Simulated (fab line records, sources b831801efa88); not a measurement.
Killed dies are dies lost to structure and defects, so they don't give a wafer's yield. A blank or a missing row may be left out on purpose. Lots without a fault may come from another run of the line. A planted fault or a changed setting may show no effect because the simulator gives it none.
Which tool did it? | flow sfq_line | 7 lots, 21 wafers sampled, at 4 steps of a route of 325

WHAT THE GAUGES READ, wafer by wafer
SFQ_I7_BOW_MEAS_946.
lot  | measured     | on            | I7_BOW (um)
L651 | day 64 06:29 | film_metro-02 | 13 8 -2
L653 | day 64 20:36 | film_metro-02 | 18 10 20
L655 | day 65 07:13 | film_metro-03 | 6 22 2
L657 | day 66 02:25 | film_metro-03 | 23 28 25
L659 | day 66 11:22 | film_metro-01 | 18 16 16
L662 | day 70 10:07 | film_metro-03 | -12 2 -16 - - -
L670 | day 71 21:50 | film_metro-03 | -7 10 -8

WHICH TOOL RAN EACH LOT (tool, then ch and the chambers of the sampled wafers, then the start)
lot  | SFQ_TRILAYER_I4_VIA_STRIP_STRIP_107 | SFQ_TRILAYER_JJ_CE_BARC_OPEN_RIE_150 | SFQ_TRILAYER_I7_CMP_CMP_184
L651 | rie_metal-03 ch 1, day 40 11:31     | rie_metal-04 ch 1, day 43 15:05      | cmp-02 ch 1,3, day 64 03:58
L653 | rie_metal-03 ch 0,1, day 41 07:55   | rie_metal-03 ch 1, day 44 10:16      | cmp-01 ch 1,2,3, day 64 17:36
L655 | rie_metal-02 ch 0, day 42 16:19     | rie_metal-03 ch 0,1, day 45 19:42    | cmp-02 ch 2,3, day 65 04:13
L657 | rie_metal-02 ch 0,1, day 43 16:37   | rie_metal-01 ch 0,1, day 46 17:20    | cmp-02 ch 0,2,3, day 66 00:52
L659 | rie_metal-02 ch 0,1, day 44 05:37   | rie_metal-01 ch 0, day 47 12:00      | cmp-02 ch 0,2,3, day 66 08:22
L662 | rie_metal-02 ch 0, day 44 22:27     | rie_metal-03 ch 0,1, day 48 00:00    | cmp-02 ch 0,1,3, day 70 07:36
L670 | rie_metal-03 ch 0,1, day 48 01:21   | rie_metal-04 ch 0,1, day 50 06:00    | cmp-01 ch 0,1,2, day 71 18:50
- SFQ_TRILAYER_I4_VIA_STRIP_STRIP_107: strips in O2.
- SFQ_TRILAYER_JJ_CE_BARC_OPEN_RIE_150: chemistry O2, target BARC, target depth 240 nm, time 80 s.
- SFQ_TRILAYER_I7_CMP_CMP_184: polishes SiO2.

THE ANSWER, worked out from the rows above alone
Rule: what is usual is taken from the lots themselves. Put in order of their means at a reading, lots are off if they are a third of the lots or fewer, leave a main group of 4 or more, and stand apart from it by a gap of 3 or more times the standard deviation of the main group's means; of several such gaps the widest counts. A main group whose means are all the same, to the digits that the tables above print for the reading, isn't used. A lot without any number at a reading at which 4 lots or more have one is off too. The other lots that the step has rows for count as sound.
No lot is off at any reading shown: from this, nothing can be told.

WHAT THE SIMULATOR HAD PUT IN
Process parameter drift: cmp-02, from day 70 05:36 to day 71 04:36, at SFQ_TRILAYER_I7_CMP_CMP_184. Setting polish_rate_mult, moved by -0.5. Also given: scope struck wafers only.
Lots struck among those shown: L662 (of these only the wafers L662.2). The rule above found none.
